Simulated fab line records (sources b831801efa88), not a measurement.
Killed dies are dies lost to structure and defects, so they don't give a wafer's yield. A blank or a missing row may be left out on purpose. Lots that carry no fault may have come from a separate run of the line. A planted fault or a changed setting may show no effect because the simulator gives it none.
fab line records ; flow sfqLine ; part 2 of 2: steps 26 to 35 of 35
record: lots: 5; wafers: 15; lastDay: 82
route steps=325 shown M1@66 I1@73 M2@88
lots that met no fault: from a run of the same line without faults
startH: hours from the record's opening day to when the first of the lot's shown wafers began ; waitH: hours from the lot's prior step to this one ; " repeats the value in the row above ; L1.1+2: a single row standing in for several wafers ; - no value, or no start given ; * or withheld: withheld ; < > ~ a bound
route shown NAME@n: NAME is a module with steps in the file, n the number in the route of the first one ; usual: mean/standard deviation taken from wafers without a fault ; same: alike in all rows ; chamber/n: place in a boat ; sites: each site's reading ; _std_site: standard deviation of those values ; _edge_site: mean of outer sites minus mean of inner sites ; radiusMm: how far each site lies from the wafer's centre ; mask NAME#n: copy n ; behind: the most recent tool/chamber to have shaped the wafer ; hold: reason for holding the lot/hours on hold/outcome of the hold ; device: the transistor (n, p or np) that didn't switch ; end of line: at the end of the route, the tests of the same wafers ; step lacking rows: just its recipe ; killed: count of dies lost to structure and defects at first sort (not the wafer's yield) ; map: per-die view of a wafer (x killed, . not killed, _ where there is no die)
set.NAME: the run value of the setting; set.NAME@STEP: its run value at that earlier step ; model.NAME: the simulator's own value behind a step, which no gauge read
lots at some steps of the route; a table a step, a row a wafer
services: a tool's chamber out of use, with start hour (startH, from the record's first day; less than 0 if before it), hours out, and reason
== steps ==
step: SFQ_TRILAYER_M2_LITHO_COAT_062
recipe: resist: BARC; spinRpm: 3000; resistThkNm: 62
usual: spinSpeedRpm: 2999.9/1.9
lot.wafer;tool;chamber;startH;waitH;spinSpeedRpm
L077.4;lithoTrack-04;0;496.69;0.2;2997.7
L077.5;lithoTrack-04;0;496.69;0.2;2997.4
L077.6;lithoTrack-04;0;496.69;0.2;2998.6
L079.2;lithoTrack-04;0;552.51;0.1;3001.5
L079.4;lithoTrack-04;0;552.51;0.1;2999.7
L079.6;lithoTrack-04;0;552.51;0.1;3000.3
L087.2;lithoTrack-04;0;659.79;0.1;2997.9
L087.3;lithoTrack-04;0;659.79;0.1;2999.3
L087.4;lithoTrack-04;0;659.79;0.1;2999.8
L091.1;lithoTrack-04;0;695.29;0.1;3001.0
L091.4;lithoTrack-04;0;695.29;0.1;2997.5
L091.6;lithoTrack-04;0;695.29;0.1;3002.9
L095.1;lithoTrack-02;0;714.49;0.1;3000.7
L095.2;lithoTrack-02;0;714.49;0.1;2999.4
L095.6;lithoTrack-02;0;714.49;0.1;2999.6
step: SFQ_TRILAYER_M2_LITHO_COAT_057
recipe: resist: KrF; spinRpm: 3000; resistThkNm: 600
usual: spinSpeedRpm: 3000.3/2.1
lot.wafer;tool;chamber;startH;waitH;spinSpeedRpm
L077.4;lithoTrack-04;0;496.99;0.2;3002.5
L077.5;lithoTrack-04;0;496.99;0.2;2999.0
L077.6;lithoTrack-04;0;496.99;0.2;2999.6
L079.2;lithoTrack-04;0;552.81;0.2;2999.9
L079.4;lithoTrack-04;0;552.81;0.2;2998.9
L079.6;lithoTrack-04;0;552.81;0.2;2998.2
L087.2;lithoTrack-04;0;660.09;0.2;2998.6
L087.3;lithoTrack-04;0;660.09;0.2;3001.8
L087.4;lithoTrack-04;0;660.09;0.2;3002.3
L091.1;lithoTrack-04;0;695.59;0.2;3003.1
L091.4;lithoTrack-04;0;695.59;0.2;3003.5
L091.6;lithoTrack-04;0;695.59;0.2;2999.6
L095.1;lithoTrack-02;0;714.79;0.2;3001.6
L095.2;lithoTrack-02;0;714.79;0.2;3001.5
L095.6;lithoTrack-02;0;714.79;0.2;3001.3
step: SFQ_TRILAYER_M2_LITHO_SOFTBAKE_061
recipe: tempC: withheld; timeS: withheld; resist: KrF
lot.wafer;tool;chamber;startH;waitH
L077.4+5+6;lithoTrack-04;0;497.22;0.2
L079.2+4+6;lithoTrack-04;0;553.09;0.2
L087.2+3+4;lithoTrack-04;0;660.36;0.2
L091.1+4+6;lithoTrack-04;0;695.89;0.2
L095.1+2+6;lithoTrack-02;0;715.09;0.2
step: SFQ_TRILAYER_M2_LITHO_EXPOSE_058
recipe: maskId: M2; na: 0.6; sourceShape: conventional; sigmaOuter: 0.65; targetCdNm: 500; doseMj: 14.4
usual: exposureDoseMJCm2: 14.400/0.014
lot.wafer;tool;chamber;startH;waitH;mask;exposureDoseMJCm2
L077.4;krfScanner-02;0;509.00;-;M2#0;14.409
L077.5;krfScanner-02;0;509.00;-;M2#0;14.398
L077.6;krfScanner-02;0;509.00;-;M2#0;14.393
L079.2;krfScanner-02;0;554.30;-;M2#0;14.394
L079.4;krfScanner-02;0;554.30;-;M2#0;14.398
L079.6;krfScanner-02;0;554.30;-;M2#0;14.375
L087.2;krfScanner-02;0;666.79;-;M2#0;14.432
L087.3;krfScanner-02;0;666.79;-;M2#0;14.409
L087.4;krfScanner-02;0;666.79;-;M2#0;14.403
L091.1;krfScanner-02;0;698.85;-;M2#0;14.390
L091.4;krfScanner-02;0;698.85;-;M2#0;14.388
L091.6;krfScanner-02;0;698.85;-;M2#0;14.401
L095.1;krfScanner-02;0;716.97;-;M2#0;14.392
L095.2;krfScanner-02;0;716.97;-;M2#0;14.425
L095.6;krfScanner-02;0;716.97;-;M2#0;14.407
step: SFQ_TRILAYER_M2_LITHO_PEB_060
recipe: pebTempC: 115; pebTimeS: 60; resist: KrF
lot.wafer;tool;chamber;startH;waitH
L077.4+5+6;lithoTrack-04;0;509.67;0.5
L079.2+4+6;lithoTrack-01;0;555.32;0.8
L087.2+3+4;lithoTrack-01;0;667.81;0.8
L091.1+4+6;lithoTrack-02;0;700.05;1.0
L095.1+2+6;lithoTrack-02;0;718.17;1.0
step: SFQ_TRILAYER_M2_LITHO_DEVELOP_059
recipe: timeS: 60; resist: KrF
lot.wafer;tool;chamber;startH;waitH
L077.4+5+6;lithoTrack-04;0;509.82;0.1
L079.2+4+6;lithoTrack-01;0;555.47;0.1
L087.2+3+4;lithoTrack-01;0;667.96;0.1
L091.1+4+6;lithoTrack-02;0;700.20;0.1
L095.1+2+6;lithoTrack-02;0;718.32;0.1
step: SFQ_M2_OVL_MEAS_916
usual: M2_OVL: -1/5
lot.wafer;tool;chamber;startH;waitH;M2_OVL[nm]
L077.4;overlay-02;-;509.92;0.1;1
L077.5;overlay-02;-;509.92;0.1;8
L077.6;overlay-02;-;509.92;0.1;1
L079.2;overlay-02;-;555.60;0.1;5
L079.4;overlay-02;-;555.60;0.1;1
L079.6;overlay-02;-;555.60;0.1;4
L087.2;overlay-02;-;668.09;0.1;0
L087.3;overlay-02;-;668.09;0.1;1
L087.4;overlay-02;-;668.09;0.1;1
L091.1;overlay-01;-;700.35;0.1;6
L091.4;overlay-01;-;700.35;0.1;4
L091.6;overlay-01;-;700.35;0.1;7
L095.1;overlay-01;-;718.47;0.1;-2
L095.2;overlay-01;-;718.47;0.1;-2
L095.6;overlay-01;-;718.47;0.1;-2
step: SFQ_TRILAYER_M2_BARC_OPEN_METAL_ETCH_077
recipe: maskMaterial: PR; chemistry: O2; targetDepthNm: 125; target: BARC; icpW: 600; biasW: 80; pressureMtorr: 10; timeS: 41.7
usual: drypumpMotorCurrentA: 5.6/0.43; heBacksideLeakSccm: 3.54/0.24; oesProductAu: 0.685/0.0039
lot.wafer;tool;chamber;startH;waitH;drypumpMotorCurrentA;heBacksideLeakSccm;oesProductAu;rfHoursCounterH
L077.4;rieMetal-04;1;509.96;0.0;5.3;3.56;0.686;-
L077.5;rieMetal-04;0;509.96;0.0;6.2;3.25;0.684;-
L077.6;rieMetal-04;1;509.96;0.0;5.3;3.51;0.688;-
L079.2;rieMetal-01;1;555.63;0.0;5.6;3.99;0.683;74
L079.4;rieMetal-01;1;555.63;0.0;5.7;3.68;0.685;-
L079.6;rieMetal-01;0;555.63;0.0;5.3;4.35;0.686;-
L087.2;rieMetal-01;0;668.12;0.0;5.3;3.72;0.685;116
L087.3;rieMetal-01;0;668.12;0.0;5.3;3.25;0.681;-
L087.4;rieMetal-01;1;668.12;0.0;5.7;3.71;0.683;-
L091.1;rieMetal-03;1;700.38;0.0;5.0;3.36;0.679;16
L091.4;rieMetal-03;0;700.38;0.0;5.9;3.35;0.681;-
L091.6;rieMetal-03;1;700.38;0.0;5.0;3.20;0.686;-
L095.1;rieMetal-03;0;718.50;0.0;6.0;3.64;0.691;88
L095.2;rieMetal-03;1;718.50;0.0;5.0;3.54;0.682;20
L095.6;rieMetal-03;0;718.50;0.0;5.9;3.51;0.682;-
step: SFQ_TRILAYER_M2_ETCH_METAL_ETCH_060
recipe: target: Nb; stopOn: SiO2; maskMaterial: PR; chemistry: Cl2/Ar; targetDepthNm: 240; icpW: 600; biasW: 80; pressureMtorr: 10; timeS: 120
usual: drypumpMotorCurrentA: 5.6/0.43; heBacksideLeakSccm: 3.47/0.18; oesProductAu: 0.892/0.0066
lot.wafer;tool;chamber;startH;waitH;drypumpMotorCurrentA;heBacksideLeakSccm;oesProductAu;rfHoursCounterH
L077.4;rieMetal-04;1;510.07;0.1;5.3;3.37;0.895;-
L077.5;rieMetal-04;0;510.07;0.1;6.2;3.20;0.892;-
L077.6;rieMetal-04;1;510.07;0.1;5.3;3.21;0.895;-
L079.2;rieMetal-01;1;555.69;0.0;5.7;3.50;0.897;74
L079.4;rieMetal-01;1;555.69;0.0;5.7;3.64;0.901;-
L079.6;rieMetal-01;0;555.69;0.0;5.3;3.52;0.898;-
L087.2;rieMetal-01;0;668.18;0.0;5.3;3.26;0.887;116
L087.3;rieMetal-01;0;668.18;0.0;5.3;3.49;0.899;-
L087.4;rieMetal-01;1;668.18;0.0;5.7;3.80;0.902;-
L091.1;rieMetal-03;1;700.44;0.0;5.0;3.78;0.887;16
L091.4;rieMetal-03;0;700.44;0.0;6.0;3.28;0.884;-
L091.6;rieMetal-03;1;700.44;0.0;5.0;3.81;0.883;-
L095.1;rieMetal-03;0;718.56;0.0;6.0;3.30;0.895;88
L095.2;rieMetal-03;1;718.56;0.0;5.0;3.44;0.891;20
L095.6;rieMetal-03;0;718.56;0.0;5.9;3.47;0.901;-
step: SFQ_TRILAYER_M2_STRIP_STRIP_061
recipe: gas: O2; powerW: 200; platenTempC: 40; overashFraction: 0.65; chemistry: O2; pressureMtorr: 50
usual: drypumpMotorCurrentA: 5.6/0.43; heBacksideLeakSccm: 3.49/0.19; oesProductAu: 1.000/0.006
lot.wafer;tool;chamber;startH;waitH;drypumpMotorCurrentA;heBacksideLeakSccm;oesProductAu;rfHoursCounterH
L077.4;rieMetal-04;1;510.45;0.3;5.3;3.44;1.004;-
L077.5;rieMetal-04;0;510.45;0.3;6.2;3.33;0.997;-
L077.6;rieMetal-04;1;510.45;0.3;5.3;3.26;1.009;-
L079.2;rieMetal-01;1;555.82;0.1;5.6;3.59;0.997;75
L079.4;rieMetal-01;1;555.82;0.1;5.7;3.55;0.993;-
L079.6;rieMetal-01;0;555.82;0.1;5.3;3.36;1.013;-
L087.2;rieMetal-01;0;668.31;0.1;5.3;3.72;0.999;117
L087.3;rieMetal-01;0;668.31;0.1;5.3;3.61;0.993;-
L087.4;rieMetal-01;1;668.31;0.1;5.7;3.78;1.006;-
L091.1;rieMetal-03;1;700.57;0.1;5.0;3.18;1.008;16
L091.4;rieMetal-03;0;700.57;0.1;6.0;3.43;1.000;-
L091.6;rieMetal-03;1;700.57;0.1;5.0;3.38;0.998;-
L095.1;rieMetal-03;0;718.69;0.1;6.0;3.44;1.004;88
L095.2;rieMetal-03;1;718.69;0.1;5.0;3.88;0.999;20
L095.6;rieMetal-03;0;718.69;0.1;6.0;3.39;1.005;-
== services ==
tool;chamber;startH;hours;kind
krfScanner-02;-;318.25;0.7;repair
krfScanner-02;-;331.43;1.0;pm
rieMetal-01;1;335.83;6.1;repair
krfScanner-02;-;338.89;1.9;repair
rieDiel-02;1;345.37;3.0;repair
rieDiel-02;2;347.69;4.0;repair
krfScanner-02;-;353.25;0.2;repair
krfScanner-02;-;374.92;1.3;pm
rieDiel-02;-;377.61;10.0;pm
rieDiel-02;3;390.45;9.1;repair
krfScanner-02;-;397.35;0.1;repair
rieDiel-02;-;441.96;22.7;repair
krfScanner-02;-;443.59;0.8;pm
rieMetal-03;0;443.73;8.6;repair
rieDiel-02;2;469.61;7.0;repair
rieDiel-02;-;472.26;0.5;repair
rieDiel-02;3;487.08;12.2;repair
krfScanner-02;-;500.98;1.0;pm
krfScanner-02;-;504.38;4.0;pm
rieMetal-01;-;508.64;15.6;pm
rieDiel-02;-;537.06;2.8;pm
krfScanner-02;-;551.60;1.3;pm
krfScanner-02;-;612.22;0.8;pm
rieMetal-03;0;616.56;1.3;repair
